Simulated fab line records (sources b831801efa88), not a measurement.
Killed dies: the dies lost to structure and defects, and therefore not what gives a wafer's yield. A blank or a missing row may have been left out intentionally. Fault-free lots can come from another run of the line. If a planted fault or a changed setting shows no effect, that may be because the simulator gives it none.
A struck lot beside a sound one / flow sky130 / 26 steps out of a route of 708
Sound: wafers L628.1, L628.2, L628.6. Wafers L622.1, L622.2, L622.5 were the ones struck. The cause is named last.
At each step with rows: each side's tool, then ch and its chambers, then its first start. Under that, the readings that differ: sound wafers / struck wafers / difference of the means / sigmas: that difference in standard deviations of wafers without a fault.
alike: words and numbers the same on both sides, and readings whose means are apart by under 2 such deviations; not compared: readings that were withheld, readings missing a value for some wafer, numbers with overlapping values and no deviation given by the record, and bounds like >300 which may hide the same value.
Wherever a step has rows on one side only, a row that says differs or no value, or a row with sigmas, the two part there. Numbers that have no deviation but don't overlap get no sigmas and don't part them. A reading missing from all wafers of one side parts the sides only when that side holds two or more wafers.

first, 10 steps without rows for these wafers: SKY_LOCAL_INTERCONNECT_SOFTBAKE_07 (time 90 s); SKY_LOCAL_INTERCONNECT_EXPOSE_08 (exposes mask LI1M, target cd 170 nm); SKY_LOCAL_INTERCONNECT_PEB_09; SKY_LOCAL_INTERCONNECT_DEVELOP_10 (develop time 60 s); SKY_LOCAL_INTERCONNECT_ETCH_13 (etches BARC in N2/H2, stops on SiO2, time 45.9 s, target depth 60 nm); SKY_LOCAL_INTERCONNECT_METAL_ETCH_14 (etches TiN in Cl2/BCl3, stops on PSG, target depth 110 nm, time 31.4 s); SKY_LOCAL_INTERCONNECT_STRIP_15 (strips in O2/N2); SKY_LOCAL_INTERCONNECT_STRIP_16 (strips in post etch residue remover, time 1200 s); SKY_LOCAL_INTERCONNECT_CLEAN_17 (cleans in IPA, time 180 s); SKY_LOCAL_INTERCONNECT_CLEAN_18 (cleans in O3/DIW).
SKY_CONTACT_CVD_00: deposits Si3N4, target thk 75 nm.
  sound on pecvd-04 ch 0,1,2, day 34 17:25; struck on pecvd-02 ch 0,1, day 32 22:16
  no value came back on the struck wafers for heater-power-outer-w (W), heater-power-w (W), susceptor-temp-C (C); on the sound wafers heater-power-outer-w (W) reads 309 426 467
then, 12 steps without rows for these wafers: SKY_CONTACT_HDPCVD_02 (deposits SiO2, target thk 565 nm, time 94.2 s); SKY_CONTACT_CMP_04 (polishes SiO2); SKY_CONTACT_DEHYDRATE_06 (time 60 s); SKY_CONTACT_HMDS_07 (prime time 60 s); SKY_CONTACT_COAT_08 (resist thk 60 nm); SKY_CONTACT_COAT_09 (resist thk 450 nm); SKY_CONTACT_SOFTBAKE_10 (time 90 s); SKY_CONTACT_EXPOSE_11 (exposes mask CTM1, target cd 170 nm); SKY_CONTACT_PEB_12; SKY_CONTACT_DEVELOP_13 (develop time 60 s); SKY_CONTACT_ETCH_16 (etches BARC in N2/H2, stops on SiO2, time 45.9 s, target depth 60 nm); SKY_CONTACT_ETCH_17 (etches SiO2 in C4F8/O2/Ar, stops on Si3N4, target depth 340 nm).
SKY_CONTACT_ETCH_18: etches Si3N4 in CHF3/O2, stops on TiN, time 39 s, target depth 75 nm.
  sound on rie-diel-01 ch 2,3; struck on rie-diel-02 ch 1,2,3
reading=oes-product-au (a.u.); sound=0.849 0.842 0.855; struck=0.374 0.370 0.378; difference=-0.475; sigmas=-62
reading=throttle-valve-pct (%); sound=8.785 8.798 8.789; struck=8.675 8.686 8.676; difference=-0.112; sigmas=-12
reading=model.etch.depth-nm (nm); sound=74.11 73.42 75.67; struck=0 0 0; difference=-74; sigmas=
  alike: drypump-motor-current-A
  not compared: rf-hours-counter-h
then, 1 step without rows for these wafers: SKY_CONTACT_STRIP_19 (strips in O2/N2).
-- the record jumps here: 15 days lie between the struck wafers' starts before and after (it left off in module CONTACT and takes up again in module PAD_OPEN, whose first step shown is number 708 of the route) --
SKY_PAD_OPEN_PROBE_99:
  sound on prober-01 at day 49 00:10; struck on prober-01 at day 47 16:12
reading=killed-at-contacts; sound=27 20 21; struck=439 440 434; difference=+415; sigmas=+85
reading=killed-dies; sound=106 87 80; struck=492 492 492; difference=+401; sigmas=+46
reading=killed-on-rim; sound=21 20 21; struck=96 96 96; difference=+75; sigmas=+21
  alike: killed_at_M0_to_M3, killed_at_M4_up, killed-at-front-end, killed-at-other, killed-open, killed-short

WHERE THEY PART
First at SKY_CONTACT_CVD_00; last, within this record, at SKY_PAD_OPEN_PROBE_99.

WHY: the cause the simulator had injected
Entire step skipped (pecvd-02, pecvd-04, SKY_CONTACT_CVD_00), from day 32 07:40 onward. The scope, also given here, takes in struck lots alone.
